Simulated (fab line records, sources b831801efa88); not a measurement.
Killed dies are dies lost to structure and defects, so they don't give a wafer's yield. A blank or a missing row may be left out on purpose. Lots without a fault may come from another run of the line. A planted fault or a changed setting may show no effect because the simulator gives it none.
Chamber matching | flow gf180mcu | GF_V2_CVD_02 on pecvd-02: 3 sister chambers
The step deposits SiO2 from TEOS, target thk 850 nm, time 94.851 s. 6 wafers are shown with their chamber, then 7 later ones without.

WAFERS WITH THEIR CHAMBER
wafer  | chamber | heater_power_w (W) | susceptor_temp_C (C)
L075.1 | 1       | 740                | 399.72
L086.5 | 1       | 675                | 399.72
L088.3 | 2       | 793                | 400.07
L088.4 | 0       | 526                | 400.17
L092.1 | 2       | 748                | 400.09
L092.2 | 0       | 556                | 399.89

WAFERS WITHOUT THEIR CHAMBER
wafer  | heater_power_w (W) | susceptor_temp_C (C)
L092.4 | 579                | 399.82
L093.3 | 777                | 400.14
L093.4 | 462                | 400.35
L093.6 | 686                | 400.12
L095.2 | 815                | 400.18
L095.4 | 717                | 399.92
L095.6 | 461                | 399.99

WHICH CHAMBER EACH WENT THROUGH
wafer  | from the rows above          | in truth
L092.4 | can't be placed: 0 or 1      | 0
L093.3 | 2                            | 2
L093.4 | 0                            | 0
L093.6 | can't be placed: 2 or 1 or 0 | 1
L095.2 | 2                            | 2
L095.4 | can't be placed: 1 or 2      | 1
L095.6 | 0                            | 0
Placed correctly: 4 of 7. Can't be placed from these rows: 3 (the true chamber is among the candidates in 3). Placed wrongly: 0.
How it was worked out, from the rows above alone: a wafer's distance from a chamber is the root of the sum, over the readings, of the square of ((its reading less the chamber's mean) divided by the reading's scatter). The wafer belongs to the nearest chamber; if the next one is less than 2 further off, it can't be placed. A chamber's mean is the mean of its shown wafers. The scatter: the root of (the sum of the squares of (reading less its chamber's mean) over the shown wafers, divided by (wafers less chambers)).
